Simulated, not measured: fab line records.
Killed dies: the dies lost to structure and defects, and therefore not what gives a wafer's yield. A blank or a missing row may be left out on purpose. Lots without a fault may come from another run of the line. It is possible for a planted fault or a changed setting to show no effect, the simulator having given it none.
What tool caused it? :: flow sky130 :: 6 lots, 18 wafers sampled, at 1 step of a route of 708

== WHAT THE GAUGES SHOWED, per wafer ==
SKY_POLY_GATE_CD_MEAS_22.
lot: L322
measured: day 16 11:25
on: cd-sem-02
cd-nm (nm): 144.0 148.1 146.7

lot: L325
measured: day 17 16:05
on: cd-sem-01
cd-nm (nm): 147.1 150.1 147.5

lot: L327
measured: day 18 09:18
on: cd-sem-02
cd-nm (nm): 149.0 152.1 152.3

lot: L329
measured: day 18 22:53
on: cd-sem-01
cd-nm (nm): 144.6 145.9 149.0

lot: L331
measured: day 19 20:16
on: cd-sem-02
cd-nm (nm): 148.8 146.6 149.2

lot: L341
measured: day 24 13:30
on: cd-sem-01
cd-nm (nm): 146.8 147.3 151.2

== EACH LOT AND THE TOOL THAT RAN IT (in order: tool; ch and the chambers of the sampled wafers; start) ==
No process step before these readings appears in the record.

== THE ANSWER, worked out from the rows above alone ==
Rule: usual is defined by the lots themselves. The widest of any qualifying gaps counts: lots, ordered by their means at a reading, are off when they make up no more than a third of the lots, leave a main group of 4 or more, and stand apart from it by 3 or more times the standard deviation of that group's means. Not used: any main group whose means are identical at the precision the tables above print for the reading. Also off: a lot with no number at a reading for which 4 or more lots have one. The other lots that the step has rows for count as sound.
Nothing can be told from this: no lot is off at any reading shown.

== WHAT THE SIMULATOR HAD INSERTED ==
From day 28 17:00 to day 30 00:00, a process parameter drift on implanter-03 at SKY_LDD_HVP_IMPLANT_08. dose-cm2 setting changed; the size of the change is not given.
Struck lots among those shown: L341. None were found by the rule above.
